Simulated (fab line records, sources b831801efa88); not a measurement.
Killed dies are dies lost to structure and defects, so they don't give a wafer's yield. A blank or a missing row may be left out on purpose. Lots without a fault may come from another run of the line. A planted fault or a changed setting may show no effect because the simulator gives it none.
Which tool did it? | flow sky130 | 15 lots, 45 wafers sampled, at 4 steps of a route of 708

WHAT THE GAUGES READ, wafer by wafer
SKY_VT_ADJUST_HVTP_CD_MEAS_07: target cd 380 nm. Usual: cd_nm 380.2 nm, standard deviation 2.3.
lot  | measured     | on        | cd_nm (nm)        | flag
L565 | day 5 23:40  | cd_sem-01 | 379.1 378.9 378.9 |
L566 | day 6 05:38  | cd_sem-01 | 382.1 379.3 379.6 |
L567 | day 6 14:35  | cd_sem-01 | 380.4 381.8 382.4 |
L569 | day 7 21:41  | cd_sem-02 | 377.6 383.1 382.6 |
L571 | day 8 06:26  | cd_sem-02 | 380.6 378.6 379.5 |
L573 | day 8 13:47  | cd_sem-01 | 382.8 379.8 379.7 |
L574 | day 8 15:59  | cd_sem-01 | 386.2 389.5 382.1 |
L577 | day 9 15:46  | cd_sem-02 | 374.3 376.8 377.6 |
L579 | day 10 00:25 | cd_sem-02 | 380.4 379.4 380.1 |
L580 | day 10 06:17 | cd_sem-02 | 384.5 383.3 385.1 |
L581 | day 10 11:10 | cd_sem-01 | 383.8 382.1 384.8 |
L582 | day 10 17:26 | cd_sem-01 | 380.6 380.5 380.9 |
L585 | day 11 10:22 | cd_sem-01 | 376.8 378.2 381.5 |
L586 | day 12 00:38 | cd_sem-02 | 380.7 380.7 378.7 |
L587 | day 12 04:35 | cd_sem-01 | 379.4 380.5 382.8 |

SKY_LI_CONTACT_OVL_MEAS_13. Usual: LI_CONTACT_OVL -1 nm, standard deviation 4.9.
lot  | measured     | on         | LI_CONTACT_OVL (nm) | flag
L565 | day 29 10:25 | overlay-02 | -4 1 1              |
L566 | day 29 19:54 | overlay-01 | -1 -3 1             |
L567 | day 30 01:07 | overlay-01 | 5 5 -4              |
L569 | day 32 00:10 | overlay-02 | -10 -3 -1           |
L571 | day 32 07:57 | overlay-02 | -6 -6 -2            |
L573 | day 33 01:31 | overlay-01 | -1 -1 2             |
L574 | day 33 04:12 | overlay-02 | 1 -2 -3             |
L577 | day 33 23:36 | overlay-01 | -7 -8 -8            |
L580 | day 34 12:43 | overlay-01 | -1 -5 -1            |
L585 | day 35 16:00 | overlay-02 | -8 -9 0             |
L586 | day 36 13:28 | overlay-02 | 2 5 -9              |
L587 | day 36 15:05 | overlay-01 | 2 0 0               |

SKY_CONTACT_THK_MEAS_01. Usual: CONTACT_CVD_00_THK 74.9 nm, standard deviation 1.1.
lot  | measured     | on            | CONTACT_CVD_00_THK (nm) | flag
L565 | day 30 17:06 | film_metro-01 | 74.3 75.7 76.5          |
L566 | day 31 02:20 | film_metro-04 | 74.7 74.0 75.6          |
L567 | day 31 07:09 | film_metro-02 | 74.2 75.9 74.0          |
L569 | day 33 06:22 | film_metro-02 | 73.2 74.3 74.7          |
L571 | day 33 13:48 | film_metro-01 | 74.0 72.2 74.3          |
L573 | day 34 05:50 | film_metro-02 | 74.6 74.7 75.8          |
L574 | day 34 07:20 | film_metro-01 | 75.0 75.7 74.9          |
L577 | day 35 04:51 | film_metro-04 | 73.0 72.2 73.6          |
L580 | day 35 18:24 | film_metro-04 | 74.7 75.5 73.8          |
L585 | day 36 21:31 | film_metro-02 | 75.3 77.0 77.2          |
L586 | day 37 17:17 | film_metro-02 | 76.1 76.1 76.5          |
L587 | day 37 18:41 | film_metro-01 | 73.5 73.8 76.5          |

WHICH TOOL RAN EACH LOT (tool, then ch and the chambers of the sampled wafers, then the start)
lot  | SKY_POLY_CUT_DEVELOP_07
L565 | litho_track-04 ch 0, day 24 11:00
L566 | litho_track-04 ch 0, day 24 21:00
L567 | litho_track-03 ch 0, day 25 03:00
L569 | litho_track-04 ch 0, day 27 04:00
L571 | litho_track-04 ch 0, day 27 11:00
L573 | litho_track-02 ch 0, day 28 05:00
L574 | litho_track-04 ch 0, day 28 09:00
L577 | litho_track-02 ch 0, day 29 08:00
L579 | litho_track-04, day 30 03:00
L580 | litho_track-02 ch 0, day 29 22:00
L581 | litho_track-02, day 30 06:00
L582 | litho_track-02, day 30 12:00
L585 | litho_track-04 ch 0, day 31 03:00
L586 | litho_track-03 ch 0, day 32 00:00
L587 | litho_track-02 ch 0, day 32 03:00
- SKY_POLY_CUT_DEVELOP_07: develop time 60 s.

WHAT THE TOOLS THEMSELVES READ (means of the sampled wafers that have a number; where no wafer has one, the mark that the record gives instead)
SKY_POLY_CUT_DEVELOP_07. Usual: chill_plate_temp_C 22.99 C, standard deviation 0.1.
lot  | tool           | chill_plate_temp_C (C) | flag
L565 | litho_track-04 | 22.96                  |
L566 | litho_track-04 | 23.02                  |
L567 | litho_track-03 | 22.99                  |
L569 | litho_track-04 | 23.04                  |
L571 | litho_track-04 | 22.97                  |
L573 | litho_track-02 | 23.11                  |
L574 | litho_track-04 | 22.86                  |
L577 | litho_track-02 | 23.02                  |
L579 | litho_track-04 | -                      | OFF
L580 | litho_track-02 | 23.00                  |
L581 | litho_track-02 | -                      | OFF
L582 | litho_track-02 | -                      | OFF
L585 | litho_track-04 | 22.88                  |
L586 | litho_track-03 | 23.07                  |
L587 | litho_track-02 | 22.90                  |

THE ANSWER, worked out from the rows above alone
Rule: a lot is off if the mean of its wafers that have a number lies more than 3 standard deviations from the usual mean. A lot without any number at a reading at which 4 lots or more have one is off too. The other lots that the step has rows for count as sound. The gauges are gone through in route order, then the tools' own readings, and for those a lot's mean is taken as printed above. The first step at which some lot is off is used, and at that step the reading that is off furthest; a lot without a number counts as furthest.
Off: L579, L581, L582, at SKY_POLY_CUT_DEVELOP_07 (chill_plate_temp_C). Without a number there: L579, L581, L582.
A tool fits if, at that step or a process step before it, it ran every lot that is off, and no sound lot after the first of them. None of those tried fits.

WHAT THE SIMULATOR HAD PUT IN
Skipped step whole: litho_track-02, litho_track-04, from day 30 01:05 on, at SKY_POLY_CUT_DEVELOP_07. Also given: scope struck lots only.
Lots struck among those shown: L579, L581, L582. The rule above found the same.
